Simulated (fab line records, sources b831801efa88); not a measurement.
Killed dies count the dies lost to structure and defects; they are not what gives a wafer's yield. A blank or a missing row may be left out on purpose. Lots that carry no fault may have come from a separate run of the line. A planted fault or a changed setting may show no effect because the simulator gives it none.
The tool behind it: which one? ; flow sky130 ; Sampling: 12 lots, 36 wafers, 5 of 708 route steps

## WHAT THE GAUGES SHOWED, per wafer
No reading from a measuring or inspecting step in the record can be judged against a usual standard deviation.

## TOOL THAT RAN EACH LOT (tool first, then ch and the chambers of the sampled wafers, then the start)
lot;SKY_METAL2_SPUTTER_03;SKY_VIA4_ETCH_12;SKY_METAL5_DESCUM_14;SKY_METAL5_STRIP_16;SKY_PAD_OPEN_PROBE_99
L350;pvd sputter-02, day 33 15:43;rie diel-04 ch 1,2,3, day 42 11:26;rie metal-04 ch 0,1, day 43 11:28;plasma asher-04 ch 0,1, day 43 11:44;prober-01, day 45 10:40
L351;pvd sputter-02, day 34 08:46;rie diel-04 ch 1,2,3, day 43 02:04;rie metal-04 ch 0,1, day 44 01:56;plasma asher-04 ch 0, day 44 02:13;prober-02, day 45 23:25
L353;pvd sputter-02, day 35 03:16;rie diel-04 ch 0,1,2, day 43 17:28;rie metal-02 ch 0,1, day 44 17:05;plasma asher-02 ch 0, day 44 17:22;prober-02, day 46 14:28
L354;pvd sputter-03, day 35 09:44;rie diel-04 ch 0,1,2, day 44 00:41;rie metal-01 ch 0,1, day 45 00:15;plasma asher-02 ch 0,1, day 45 00:32;prober-01, day 46 21:00
L356;pvd sputter-02, day 36 03:45;rie diel-04 ch 1,2,3, day 44 13:32;rie metal-04 ch 0,1, day 45 12:25;plasma asher-03 ch 0,1, day 45 12:41;prober-01, day 47 08:50
L357;pvd sputter-02, day 36 18:14;rie diel-02 ch 0,1, day 45 03:49;rie metal-01 ch 0,1, day 46 02:47;plasma asher-03 ch 0,1, day 46 03:04;prober-01, day 47 22:46
L361;pvd sputter-02, day 37 18:58;rie diel-02 ch 0,2,3, day 45 21:04;rie metal-04 ch 0,1, day 46 19:08;plasma asher-02 ch 0,1, day 46 19:25;prober-02, day 48 13:50
L367;pvd sputter-03, day 39 12:07;rie diel-01 ch 1,2,3, day 47 08:43;rie metal-04 ch 1, day 48 05:41;plasma asher-04 ch 0,1, day 48 06:13;prober-02, day 49 21:15
L370;pvd sputter-03, day 40 04:35;rie diel-01 ch 0,1,3, day 47 22:19;rie metal-04 ch 0,1, day 48 18:38;plasma asher-04 ch 0,1, day 48 18:55;prober-01, day 50 08:41
L371;pvd sputter-02, day 40 10:11;rie diel-04 ch 0,1,3, day 48 02:40;rie metal-01 ch 0,1, day 48 22:53;plasma asher-03 ch 0,1, day 48 23:16;prober-02, day 50 12:31
L372;pvd sputter-02, day 40 18:31;rie diel-02 ch 0,2,3, day 48 09:23;rie metal-02 ch 0,1, day 49 04:41;plasma asher-02 ch 0,1, day 49 04:58;prober-01, day 50 18:16
L373;pvd sputter-03, day 41 00:06;rie diel-04 ch 1,3, day 48 13:59;rie metal-04 ch 0,1, day 49 09:40;plasma asher-03 ch 0,1, day 49 09:56;prober-02, day 50 21:31
- SKY_METAL2_SPUTTER_03: material Ti, target thk 5 nm, time 3.3 s.
- SKY_VIA4_ETCH_12: etches SiO2 in C4F8/O2/Ar, stops on TiN, target depth 580 nm.
- SKY_METAL5_DESCUM_14: chemistry O2, time 11 s.
- SKY_METAL5_STRIP_16: strips in O2/N2.
- SKY_PAD_OPEN_PROBE_99

## WHAT THE TOOLS THEMSELVES READ (means of the sampled wafers that have a number; where no wafer has one, the mark that the record gives instead)
SKY_METAL2_SPUTTER_03.
lot;tool;throttle valve pct (%)
L350;pvd sputter-02;29.6
L351;pvd sputter-02;28.8
L353;pvd sputter-02;29.0
L354;pvd sputter-03;30.6
L356;pvd sputter-02;28.8
L357;pvd sputter-02;29.4
L361;pvd sputter-02;28.7
L367;pvd sputter-03;30.4
L370;pvd sputter-03;30.6
L371;pvd sputter-02;28.9
L372;pvd sputter-02;29.1
L373;pvd sputter-03;30.9

SKY_VIA4_ETCH_12.
lot;tool;oes product au (a.u.)
L350;rie diel-04;0.926
L351;rie diel-04;0.922
L353;rie diel-04;0.927
L354;rie diel-04;0.921
L356;rie diel-04;0.925
L357;rie diel-02;0.929
L361;rie diel-02;0.929
L367;rie diel-01;0.925
L370;rie diel-01;0.925
L371;rie diel-04;0.923
L372;rie diel-02;0.930
L373;rie diel-04;0.927

SKY_METAL5_DESCUM_14.
lot;tool;drypump motor current A (A);oes product au (a.u.)
L350;rie metal-04;5.8;1.025
L351;rie metal-04;6.1;1.020
L353;rie metal-02;5.4;0.984
L354;rie metal-01;6.4;0.991
L356;rie metal-04;5.8;1.016
L357;rie metal-01;6.2;0.988
L361;rie metal-04;6.1;1.029
L367;rie metal-04;6.4;1.032
L370;rie metal-04;5.8;1.021
L371;rie metal-01;6.3;0.979
L372;rie metal-02;5.6;1.001
L373;rie metal-04;5.8;1.027

SKY_METAL5_STRIP_16.
lot;tool;drypump motor current A (A);o2 flow sccm (sccm);oes product au (a.u.);strip time to endpoint s (s)
L350;plasma asher-04;5.3;3002;0.711;12.88
L351;plasma asher-04;6.0;2995;0.706;12.76
L353;plasma asher-02;5.7;2996;0.709;13.04
L354;plasma asher-02;5.4;2992;0.714;13.30
L356;plasma asher-03;5.4;3003;0.707;12.80
L357;plasma asher-03;5.3;3009;0.716;13.26
L361;plasma asher-02;5.4;3009;0.708;12.83
L367;plasma asher-04;5.3;2998;0.712;12.77
L370;plasma asher-04;5.3;2998;0.712;12.80
L371;plasma asher-03;5.6;2997;0.707;13.34
L372;plasma asher-02;5.5;2994;0.712;13.12
L373;plasma asher-03;5.3;3001;0.708;12.79

SKY_PAD_OPEN_PROBE_99.
lot;tool;defect limited yield (%);killed_at_M0_to_M3;killed_at_M4_up;killed at contacts;killed at front end;killed at other;killed dies;killed open;killed short;sort_bin_3_pad_short (%);sort_bin_5_function (%);sort_bin_6_memory (%);sort n pass;sort yield pct (%)
L350;prober-01;79.5;52;4.0;26;20;0.0;101;55;45;1.0;12.0;7.4;391;79.5
L351;prober-02;81.2;52;3.0;21;16;0.7;92;53;38;1.1;10.9;6.7;400;81.2
L353;prober-02;81.2;51;3.0;23;16;0.3;93;54;39;1.0;11.6;6.2;399;81.2
L354;prober-01;79.9;47;3.0;33;16;0.0;99;54;44;0.9;12.4;6.8;393;79.9
L356;prober-01;83.4;40;2.3;22;18;0.7;82;42;39;1.4;9.8;5.4;410;83.4
L357;prober-01;76.1;79;3.3;19;16;0.0;118;47;31;2.0;13.8;8.0;374;76.1
L361;prober-02;75.5;84;1.3;24;12;0.0;121;43;31;3.9;13.9;6.6;371;75.5
L367;prober-02;82.2;51;3.3;21;12;0.3;87;45;41;1.0;10.2;6.6;405;82.2
L370;prober-01;81.8;44;2.3;29;14;0.3;89;51;39;0.9;11.1;6.2;403;81.8
L371;prober-02;80.2;44;4.0;24;24;1.0;98;54;43;1.0;11.4;7.4;394;80.2
L372;prober-01;83.4;41;2.7;25;13;0.0;81;47;34;0.5;10.9;5.1;411;83.4
L373;prober-02;81.5;42;3.0;29;16;0.7;91;50;41;0.7;10.7;7.0;401;81.5

## THE ANSWER, worked out from the rows above alone
Rule: usual is defined by the lots themselves. The widest of any qualifying gaps counts: lots, ordered by their means at a reading, are off when they make up no more than a third of the lots, leave a main group of 4 or more, and stand apart from it by 3 or more times the standard deviation of that group's means. If all means in a main group match to the digits the tables above print for the reading, that group is not used. Also off: a lot with no number at a reading for which 4 or more lots have one. All remaining lots with rows at the step are treated as sound. The gauges are gone through in route order, then the tools' own readings, and for those a lot's mean is taken as printed above. The first step at which some lot is off is used, and at that step the reading that is off furthest; a lot without a number counts as furthest.
Off: L357, L361 (SKY_PAD_OPEN_PROBE_99, killed_at_M0_to_M3). The main group has a mean of 46 with a standard deviation of 4.5.
If a tool, at that step or one of the process steps before it, ran each lot that is off and ran no sound lot following the first of them, it fits. No candidate that was tried fits.

## WHAT WAS PUT IN BY THE SIMULATOR
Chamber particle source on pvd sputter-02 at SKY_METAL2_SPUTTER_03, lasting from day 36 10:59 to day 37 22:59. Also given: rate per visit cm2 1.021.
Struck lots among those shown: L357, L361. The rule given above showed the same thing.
